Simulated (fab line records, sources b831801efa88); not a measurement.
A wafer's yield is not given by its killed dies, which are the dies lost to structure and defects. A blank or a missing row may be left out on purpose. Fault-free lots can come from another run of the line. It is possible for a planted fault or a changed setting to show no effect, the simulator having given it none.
8D (eight disciplines) problem report, filled in by code | flow sky130 | the parts of the form that need people (team, actions taken, sign-off) are left out

## 1. THE PROBLEM
Mean of rfFwdPowerW at SKY_VIA4_ETCH_12: 1250 W across 6 wafers in 2 lots; on wafers with no fault it is 1490 W (standard deviation 5.1). That is -47 standard deviations from the usual mean.
The step: etches SiO2 in C4F8/O2/Ar, stops on TiN, target depth 580 nm.
Earliest sighting: wafer L592.2 on rieDiel-01 at day 47 11:12. Wafers with a number at this step in the record: 18, from 6 lots. The rule behind "out" and "out of limits": a value lying over 4 standard deviations away from the usual mean. Any other wafer with a number is counted as sound.

## 2. WHAT THIS IS AND IS NOT
question                    | is                     | is not
which readings at this step | rfFwdPowerW            | chamberPressureMTorr, oesProductAu
which lots                  | L592, L593             | L575, L584, L597, L598
which wafers of those lots  | all that have a number | -
read on which tools         | rieDiel-01             | rieDiel-02
when                        | from day 47 11:12      | up to then (6 sound wafers); but 6 sound wafers of L597, L598 came after

## 3. SUSPECTS, AND WHAT RULES EACH OUT
Counting: a tool at a process step up to the reading stays a suspect if it ran every lot that is out and no sound lot after the first of them.
- cmp-02 at SKY_VIA4_CMP_02 (polishes SiO2): kept. It ran every lot that is out, first L592 (day 46 15:05), and no sound lot after that.
- rieDiel-01 at SKY_VIA4_ETCH_12 (etches SiO2 in C4F8/O2/Ar, stops on TiN, target depth 580 nm): kept. It ran every lot that is out, first L592 (day 47 11:12), and no sound lot after that; its last sound lot up to then is L584 (day 45 23:20). Out on those wafers are its own readings of rfFwdPowerW.
Remaining after the count are cmp-02 at SKY_VIA4_CMP_02 and rieDiel-01 at SKY_VIA4_ETCH_12.

## 4. THE CAUSE (what the simulator had put in)
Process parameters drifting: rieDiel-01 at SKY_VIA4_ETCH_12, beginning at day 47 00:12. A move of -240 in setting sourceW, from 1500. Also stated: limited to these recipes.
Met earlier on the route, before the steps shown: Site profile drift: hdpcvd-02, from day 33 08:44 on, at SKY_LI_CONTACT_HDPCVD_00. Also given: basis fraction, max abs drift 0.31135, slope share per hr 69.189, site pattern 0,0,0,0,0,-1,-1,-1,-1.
After counting, 2 suspects remain, this tool included.

## 5. SEQUENCE OF EFFECTS, ordered by route
Rows list readings where the struck wafers' mean (over those with a number) sits beyond 3 standard deviations from the usual. Readings are gone through only where the record gives a usual standard deviation; hours: the median, over the lots, of the time from a lot's start at the first step in this table giving one to that lot's start at this step; sigmas: the change measured in usual standard deviations.
hours | step             | reading     | usual  | on struck wafers | change | sigmas
0     | SKY_VIA4_ETCH_12 | rfFwdPowerW | 1490 W | 1250             | -240   | -47
Here are the process steps it includes:
- SKY_VIA4_ETCH_12: etches SiO2 in C4F8/O2/Ar, stops on TiN, target depth 580 nm.

## 6. HOW IT WOULD HAVE BEEN CAUGHT EARLIER
11 hours passed between the start of the fault at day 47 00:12 and the first reading out of limits in this record, taken at day 47 11:12.
